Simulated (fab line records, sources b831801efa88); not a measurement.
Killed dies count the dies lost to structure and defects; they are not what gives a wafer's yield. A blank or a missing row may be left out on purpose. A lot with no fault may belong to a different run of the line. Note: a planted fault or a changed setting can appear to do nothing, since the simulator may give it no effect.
One fault through the eyes of 2 desks ; flow sky130 ; what lay behind the numbers comes last; until then each desk has only its own

== THE METROLOGY DESK ==
What the gauges read for every lot (on any tool): the sampled wafers with a number, averaged. The brackets show how far a lot's mean lies from the usual mean; more than 4 standard deviations puts the lot out of limits, marked OUT.
Columns: A = VIA2_HDPCVD_THK at SKY_VIA2_THK_MEAS_01, usual 1186 nm
lot;first seen here;A
L632;day 35 21:52;1195
L636;day 36 23:19;1187
L646;day 40 07:02;1182
L650;day 41 07:28;1175
L651;day 41 13:05;1172
L653;day 41 21:49;1187
L654;day 42 02:23;1174
This desk found nothing out of limits on any of the 7 lots.

== THE TOOL OWNER'S DESK: rie-metal-02 ==
The tool's own readings at SKY_METAL2_ETCH_18 (etches BARC in N2/H2, stops on SiO2, time 45.9 s, target depth 60 nm): means of the sampled wafers that have a number, for each lot that ran on this tool. The brackets show how far a lot's mean lies from the usual mean; more than 4 standard deviations puts the lot out of limits, marked OUT.
Columns: A = bias-w at SKY_METAL2_ETCH_18, usual 100.0 W; B = chamber-pressure-mTorr at SKY_METAL2_ETCH_18, usual 30.001 mTorr; C = drypump-motor-current-A at SKY_METAL2_ETCH_18, usual 5.8 A; D = oes-product-au at SKY_METAL2_ETCH_18, usual 0.854 a.u.; E = throttle-valve-pct at SKY_METAL2_ETCH_18, usual 13.225 %
lot;first seen here;A;B;C;D;E
L632;day 35 20:54;100.1;30.004;5.8;0.855;13.227
L636;day 36 22:02;99.8;30.013;5.8;0.854;13.223
This desk found nothing out of limits on any of the 2 lots.

== ALL TOGETHER ==
The metrology desk saw nothing out of limits.
Nothing out of limits was seen by the tool owner's desk.

== WHAT THE SIMULATOR HAD INSERTED ==
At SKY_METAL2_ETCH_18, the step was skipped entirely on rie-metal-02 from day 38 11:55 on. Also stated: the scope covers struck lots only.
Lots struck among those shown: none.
